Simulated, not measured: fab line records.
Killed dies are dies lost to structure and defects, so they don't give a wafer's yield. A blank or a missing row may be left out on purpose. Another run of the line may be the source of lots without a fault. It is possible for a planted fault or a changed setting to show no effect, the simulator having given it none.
2 desks looking at one fault ; flow sky130 ; only its own numbers are on each desk; what lay behind them is given at the end

## FOR THE TOOL OWNER'S DESK: hdpcvd-01
The tool's own readings at SKY_VIA1_HDPCVD_00 (deposits SiO2, target thk 1030 nm, time 171.7 s): means of the sampled wafers that have a number, for each lot that ran on this tool. The brackets show how far a lot's mean lies from the usual mean; more than 4 standard deviations puts the lot out of limits, marked OUT.
Columns: A = runLengthS at SKY_VIA1_HDPCVD_00, usual 199.6 s
lot;first seen here;A
L532;day 33 04:53;199.3
L534;day 33 21:04;199.5
L537;day 34 17:51;199.7
L541;day 36 05:10;185.0 (-27) OUT
L543;day 36 22:11;155.6 (-81) OUT
L553;day 40 06:29;199.9
This desk's finding: out of limits on L541, L543; first on L541, day 36 05:10 (runLengthS at SKY_VIA1_HDPCVD_00). In limits: L532, L534, L537, L553.

## AT THE METROLOGY DESK
Lot by lot, what the gauges showed, no matter which tool ran the lot: averages of those sampled wafers that carry a number. The brackets show how far a lot's mean lies from the usual mean; more than 4 standard deviations puts the lot out of limits, marked OUT.
Columns: A = VIA1_HDPCVD_THK at SKY_VIA1_THK_MEAS_01, usual 1034 nm
lot;first seen here;A
L531;day 32 19:31;1044
L532;day 33 05:04;1031
L533;day 33 08:01;1045
L534;day 33 21:11;1032
L537;day 34 17:58;1026
L541;day 36 05:15;942 (-9.2) OUT
L543;day 36 22:18;771 (-26) OUT
L551;day 39 06:34;1030
L554;day 40 01:45;1033
L552;day 40 05:01;1029
L553;day 40 06:36;1034
This desk reports L541, L543 out of limits; the earliest was L541 at day 36 05:15 (VIA1_HDPCVD_THK at SKY_VIA1_THK_MEAS_01). In limits: L531, L532, L533, L534, L537, L551, L554, L552, L553.

## BROUGHT TOGETHER
On L541, L543, at day 36 05:10, an alarm was possible from the tool owner's desk.
Metrology desk: alarm possible at day 36 05:15 on L541, L543.
SKY_VIA1_HDPCVD_00 was run on hdpcvd-01 by each of the lots named.

## WHAT WAS PUT IN BY THE SIMULATOR
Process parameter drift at SKY_VIA1_HDPCVD_00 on hdpcvd-01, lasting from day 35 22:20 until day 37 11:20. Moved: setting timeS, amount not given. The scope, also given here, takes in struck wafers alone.
Shown lots that were struck: L541, L543.
Delay (hours) between the fault's onset and each desk's first out-of-limits reading: 7 at the tool owner's desk, 7 at the metrology desk.
